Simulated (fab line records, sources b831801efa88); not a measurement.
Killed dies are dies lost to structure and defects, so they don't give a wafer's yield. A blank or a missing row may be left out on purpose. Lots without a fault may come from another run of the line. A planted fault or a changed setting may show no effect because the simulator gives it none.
Which tool did it? | flow sky130 | 6 lots, 18 wafers sampled, at 3 steps of a route of 708

WHAT THE GAUGES READ, wafer by wafer
SKY_CONTACT_THK_MEAS_03.
lot  | measured     | on            | CONTACT_HDPCVD_THK (nm)
L754 | day 32 00:25 | film_metro-01 | 570 561 556
L762 | day 34 17:19 | film_metro-03 | 591 600 597
L764 | day 35 11:26 | film_metro-03 | 570 570 574
L770 | day 36 22:14 | film_metro-01 | 558 555 554
L772 | day 38 20:35 | film_metro-04 | 560 552 562
L771 | day 39 00:27 | film_metro-01 | 566 569 566

WHICH TOOL RAN EACH LOT (tool, then ch and the chambers of the sampled wafers, then the start)
lot  | SKY_LOCAL_INTERCONNECT_SPUTTER_00 | SKY_CONTACT_HDPCVD_02
L754 | pvd_sputter-04, day 30 20:15      | hdpcvd-02 ch 0,1,2, day 32 00:20
L762 | pvd_sputter-02, day 33 13:43      | hdpcvd-01 ch 0,1, day 34 17:15
L764 | pvd_sputter-03, day 34 07:28      | hdpcvd-02 ch 0,1,2, day 35 11:21
L770 | pvd_sputter-02, day 35 19:31      | hdpcvd-02 ch 1,2, day 36 22:08
L772 | pvd_sputter-02, day 37 17:44      | hdpcvd-02 ch 0,1,2, day 38 20:31
L771 | pvd_sputter-03, day 37 21:40      | hdpcvd-01 ch 0,1,2, day 39 00:22
- SKY_LOCAL_INTERCONNECT_SPUTTER_00: material TiN, target thk 100 nm, time 83.3 s.
- SKY_CONTACT_HDPCVD_02: deposits SiO2, target thk 565 nm, time 94.2 s.

THE ANSWER, worked out from the rows above alone
Rule: what is usual is taken from the lots themselves. Put in order of their means at a reading, lots are off if they are a third of the lots or fewer, leave a main group of 4 or more, and stand apart from it by a gap of 3 or more times the standard deviation of the main group's means; of several such gaps the widest counts. A main group whose means are all the same, to the digits that the tables above print for the reading, isn't used. A lot without any number at a reading at which 4 lots or more have one is off too. The other lots that the step has rows for count as sound.
Off: L762, at SKY_CONTACT_THK_MEAS_03 (CONTACT_HDPCVD_THK). The main group: mean 563 nm, standard deviation 5.7.
A tool fits if, at a process step before that reading, it ran every lot that is off, and no sound lot after the first of them. The gauges at SKY_CONTACT_THK_MEAS_03 are tried like those tools. None of those tried fits.

WHAT THE SIMULATOR HAD PUT IN
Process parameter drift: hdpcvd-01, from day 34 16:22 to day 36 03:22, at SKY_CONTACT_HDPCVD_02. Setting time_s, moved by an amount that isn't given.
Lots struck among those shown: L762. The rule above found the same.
